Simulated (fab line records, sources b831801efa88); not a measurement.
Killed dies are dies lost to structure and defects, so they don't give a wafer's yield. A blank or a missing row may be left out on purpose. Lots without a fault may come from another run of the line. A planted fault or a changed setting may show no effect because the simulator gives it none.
Which tool did it? | flow sky130 | 14 lots, 42 wafers sampled, at 4 steps of a route of 708

WHAT THE GAUGES READ, wafer by wafer
SKY_SD_N_OVL_MEAS_08. Usual: SD_N_OVL 0.8 nm, standard deviation 1.3.
lot  | measured     | on         | SD_N_OVL (nm)  | flag
L652 | day 27 21:39 | overlay-02 | 0.6 -0.3 -1.2  |
L653 | day 28 10:37 | overlay-02 | 0.3 0.3 0.8    |
L654 | day 28 19:15 | overlay-01 | 1.3 0.6 1.4    |
L656 | day 28 23:42 | overlay-02 | -0.1 0.8 0.8   |
L655 | day 29 05:38 | overlay-02 | 1.9 1.4 0.1    |
L658 | day 30 06:30 | overlay-02 | 1.4 1.8 1.2    |
L662 | day 31 12:51 | overlay-01 | 3.7 2.9 4.7    |
L663 | day 31 21:17 | overlay-02 | -0.2 -1.2 0.8  |
L668 | day 33 14:17 | overlay-02 | 1.5 1.3 3.1    |
L669 | day 33 14:35 | overlay-01 | 1.8 1.5 1.1    |
L670 | day 33 21:46 | overlay-01 | 2.4 2.1 2.6    |
L671 | day 34 10:40 | overlay-01 | 0.2 2.1 1.2    |
L672 | day 34 23:08 | overlay-02 | -0.8 -0.7 -0.5 |
L674 | day 35 10:18 | overlay-01 | 0.5 0.2 1.5    |

SKY_CONTACT_OVL_MEAS_15. Usual: CONTACT_OVL 1 nm, standard deviation 5.
lot  | measured     | on         | CONTACT_OVL (nm) | flag
L652 | day 31 13:55 | overlay-01 | 9 6 10           |
L653 | day 32 03:37 | overlay-02 | 7 4 8            |
L654 | day 32 10:33 | overlay-02 | -14 -10 -1       |
L656 | day 32 14:49 | overlay-02 | -4 -7 0          |
L655 | day 32 20:16 | overlay-01 | -2 1 2           |
L658 | day 33 20:49 | overlay-01 | -3 -3 -4         |
L662 | day 35 02:30 | overlay-02 | -8 0 -11         |
L663 | day 35 09:06 | overlay-01 | 0 3 0            |
L668 | day 37 01:21 | overlay-01 | 7 2 5            |
L669 | day 37 01:54 | overlay-02 | -5 -6 -4         |
L670 | day 37 09:37 | overlay-01 | -2 2 2           |
L671 | day 37 20:24 | overlay-02 | 0 -4 -1          |
L672 | day 38 09:57 | overlay-01 | 12 7 4           |
L674 | day 38 19:06 | overlay-02 | 7 -2 8           |

WHICH TOOL RAN EACH LOT (tool, then ch and the chambers of the sampled wafers, then the start)
lot  | SKY_LDD_LDN_DEVELOP_06            | SKY_LOCAL_INTERCONNECT_ETCH_13
L652 | litho_track-04 ch 0, day 22 20:38 | rie_metal-03 ch 0, day 30 08:55
L653 | litho_track-03 ch 0, day 23 11:28 | rie_metal-01 ch 0,1, day 30 22:10
L654 | litho_track-01 ch 0, day 23 20:29 | rie_metal-04 ch 0,1, day 31 05:44
L656 | litho_track-01 ch 0, day 24 01:48 | rie_metal-03 ch 0,1, day 31 09:42
L655 | litho_track-01 ch 0, day 24 07:45 | rie_metal-04 ch 1, day 31 15:50
L658 | litho_track-01 ch 0, day 25 09:38 | rie_metal-03 ch 0,1, day 32 16:58
L662 | litho_track-03, day 26 16:44      | rie_metal-04 ch 0, day 33 22:08
L663 | litho_track-01, day 27 02:03      | rie_metal-03 ch 0,1, day 34 05:07
L668 | litho_track-01 ch 0, day 28 20:26 | rie_metal-01 ch 0,1, day 35 22:28
L669 | litho_track-03 ch 0, day 28 21:47 | rie_metal-03 ch 0, day 35 22:36
L670 | litho_track-04 ch 0, day 29 04:47 | rie_metal-03 ch 0, day 36 06:43
L671 | litho_track-04 ch 0, day 29 15:26 | rie_metal-03 ch 0,1, day 36 18:33
L672 | litho_track-01 ch 0, day 30 07:44 | rie_metal-03 ch 1, day 37 07:34
L674 | litho_track-03 ch 0, day 30 20:47 | rie_metal-03 ch 1, day 37 16:35
- SKY_LDD_LDN_DEVELOP_06: develop time 60 s.
- SKY_LOCAL_INTERCONNECT_ETCH_13: etches BARC in N2/H2, stops on SiO2, time 45.9 s, target depth 60 nm.

WHAT THE TOOLS THEMSELVES READ (means of the sampled wafers that have a number; where no wafer has one, the mark that the record gives instead)
SKY_LDD_LDN_DEVELOP_06. Usual: chill_plate_temp_C 22.98 C, standard deviation 0.1.
lot  | tool           | chill_plate_temp_C (C) | flag
L652 | litho_track-04 | 22.90                  |
L653 | litho_track-03 | 22.86                  |
L654 | litho_track-01 | 23.01                  |
L656 | litho_track-01 | 22.83                  |
L655 | litho_track-01 | 22.86                  |
L658 | litho_track-01 | 22.95                  |
L662 | litho_track-03 | -                      | OFF
L663 | litho_track-01 | -                      | OFF
L668 | litho_track-01 | 23.16                  |
L669 | litho_track-03 | 23.00                  |
L670 | litho_track-04 | 23.05                  |
L671 | litho_track-04 | 22.99                  |
L672 | litho_track-01 | 23.08                  |
L674 | litho_track-03 | 22.93                  |

SKY_LOCAL_INTERCONNECT_ETCH_13. Usual: bias_w 99.96 W, standard deviation 0.28; chamber_pressure_mTorr 29.996 mTorr, standard deviation 0.025; drypump_motor_current_A 6.0 A, standard deviation 0.47; oes_product_au 0.855 a.u., standard deviation 0.0047; throttle_valve_pct 13.223 %, standard deviation 0.0094.
lot  | tool         | bias_w (W) | chamber_pressure_mTorr (mTorr) | drypump_motor_current_A (A) | oes_product_au (a.u.) | throttle_valve_pct (%) | flag
L652 | rie_metal-03 | 99.69      | 29.972                         | 5.4                         | 0.852                 | 13.215                 |
L653 | rie_metal-01 | 99.86      | 29.999                         | 6.0                         | 0.855                 | 13.223                 |
L654 | rie_metal-04 | 99.77      | 29.999                         | 5.6                         | 0.855                 | 13.226                 |
L656 | rie_metal-03 | 100.06     | 30.015                         | 6.3                         | 0.854                 | 13.229                 |
L655 | rie_metal-04 | 100.42     | 30.005                         | 6.0                         | 0.854                 | 13.228                 |
L658 | rie_metal-03 | 100.05     | 29.985                         | 5.8                         | 0.857                 | 13.226                 |
L662 | rie_metal-04 | 100.07     | 29.968                         | 5.4                         | 0.857                 | 13.222                 |
L663 | rie_metal-03 | 100.18     | 30.003                         | 5.8                         | 0.860                 | 13.217                 |
L668 | rie_metal-01 | 100.02     | 29.998                         | 6.0                         | 0.858                 | 13.227                 |
L669 | rie_metal-03 | 99.89      | 30.000                         | 5.4                         | 0.856                 | 13.219                 |
L670 | rie_metal-03 | 100.01     | 29.999                         | 5.4                         | 0.850                 | 13.227                 |
L671 | rie_metal-03 | 99.87      | 29.995                         | 6.2                         | 0.855                 | 13.227                 |
L672 | rie_metal-03 | 99.64      | 30.015                         | 6.7                         | 0.854                 | 13.220                 |
L674 | rie_metal-03 | 99.62      | 30.000                         | 6.7                         | 0.855                 | 13.230                 |

THE ANSWER, worked out from the rows above alone
Rule: a lot is off if the mean of its wafers that have a number lies more than 3 standard deviations from the usual mean. A lot without any number at a reading at which 4 lots or more have one is off too. The other lots that the step has rows for count as sound. The gauges are gone through in route order, then the tools' own readings, and for those a lot's mean is taken as printed above. The first step at which some lot is off is used, and at that step the reading that is off furthest; a lot without a number counts as furthest.
Off: L662, L663, at SKY_LDD_LDN_DEVELOP_06 (chill_plate_temp_C). Without a number there: L662, L663.
A tool fits if, at that step or a process step before it, it ran every lot that is off, and no sound lot after the first of them. None of those tried fits.

WHAT THE SIMULATOR HAD PUT IN
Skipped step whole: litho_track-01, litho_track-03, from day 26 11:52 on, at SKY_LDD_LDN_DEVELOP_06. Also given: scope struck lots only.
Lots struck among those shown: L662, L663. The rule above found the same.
